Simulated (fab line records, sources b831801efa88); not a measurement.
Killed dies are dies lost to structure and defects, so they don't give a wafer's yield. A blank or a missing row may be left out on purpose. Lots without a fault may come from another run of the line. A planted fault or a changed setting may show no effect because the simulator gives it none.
Problem report in the 8D (eight disciplines) form, filled by code | flow sfq_line | the parts of the form that need people (team, actions taken, sign-off) are left out

1. THE PROBLEM
run_length_s at SFQ_TRILAYER_M4_ETCH_METAL_ETCH_096 reads a mean of 152.6 s on 4 wafers of 3 lots; wafers without a fault read 148.6 s with a standard deviation of 0.72. That is +5.6 standard deviations from the usual mean.
The step: etches Nb in Cl2/Ar, stops on SiO2, target depth 240 nm, time 120 s.
First seen on wafer L777.5, day 47 10:56, on rie_metal-03. The record holds 18 wafers of 7 lots with a number at this step. Rule for "out", or "out of limits": more than 4 standard deviations from the usual mean. The other wafers with a number count as sound.

2. WHAT IT IS AND WHAT IT IS NOT
question                    | is                             | is not
which readings at this step | run_length_s                   | drypump_motor_current_A
which lots                  | L777, L778, L779               | L767, L768, L783, L789
which wafers of those lots  | L777.5, L778.4, L778.5, L779.5 | L777.6, L779.6
read on which tools         | rie_metal-03                   | rie_metal-02, rie_metal-04
when                        | from day 47 10:56              | up to then (7 sound wafers); but 7 sound wafers of L779, L783, L789 came after

3. SUSPECTS, AND WHAT RULES EACH OUT
Counting: a tool at a process step up to the reading stays a suspect if it ran every lot that is out. Sound lots after the first of them don't rule it out here, since some wafers of a struck lot are sound.
- rie_metal-03 at SFQ_TRILAYER_M4_BARC_OPEN_METAL_ETCH_123 (etches BARC in O2, target depth 125 nm, time 41.7 s): kept. It ran every lot that is out, first L777 (day 47 10:50); its last sound lot up to then is L767 (day 44 21:37).
- rie_metal-03 at SFQ_TRILAYER_M4_ETCH_METAL_ETCH_096 (etches Nb in Cl2/Ar, stops on SiO2, target depth 240 nm, time 120 s): kept. It ran every lot that is out, first L777 (day 47 10:56); its last sound lot up to then is L767 (day 44 21:41). Its own readings are out on those wafers: run_length_s.
Left after counting: rie_metal-03 at SFQ_TRILAYER_M4_BARC_OPEN_METAL_ETCH_123, rie_metal-03 at SFQ_TRILAYER_M4_ETCH_METAL_ETCH_096.

4. THE CAUSE (what the simulator had put in)
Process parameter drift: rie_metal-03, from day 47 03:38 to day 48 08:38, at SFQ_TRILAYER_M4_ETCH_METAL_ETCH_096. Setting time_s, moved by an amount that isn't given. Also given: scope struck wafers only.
Counting left 2 suspects, and this tool is among them.

5. THE CHAIN OF EFFECTS, in route order
Each row: a reading whose mean over the struck wafers that have a number lies more than 3 standard deviations from the usual. Only readings for which the record gives a usual standard deviation are gone through. hours: the time from each lot's start at the first step in this table that gives one to its start at this step, as a median over the lots. sigmas: the change in usual standard deviations.
hours | step                                | reading      | usual   | on struck wafers | change | sigmas
0     | SFQ_TRILAYER_M4_ETCH_METAL_ETCH_096 | run_length_s | 148.6 s | 152.6            | +4.0   | +5.6
The process steps in it:
- SFQ_TRILAYER_M4_ETCH_METAL_ETCH_096: etches Nb in Cl2/Ar, stops on SiO2, target depth 240 nm, time 120 s.

6. WHAT WOULD HAVE CAUGHT IT SOONER
In this record the first reading out of limits was taken at day 47 10:56, 7 hours after the fault began at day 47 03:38.
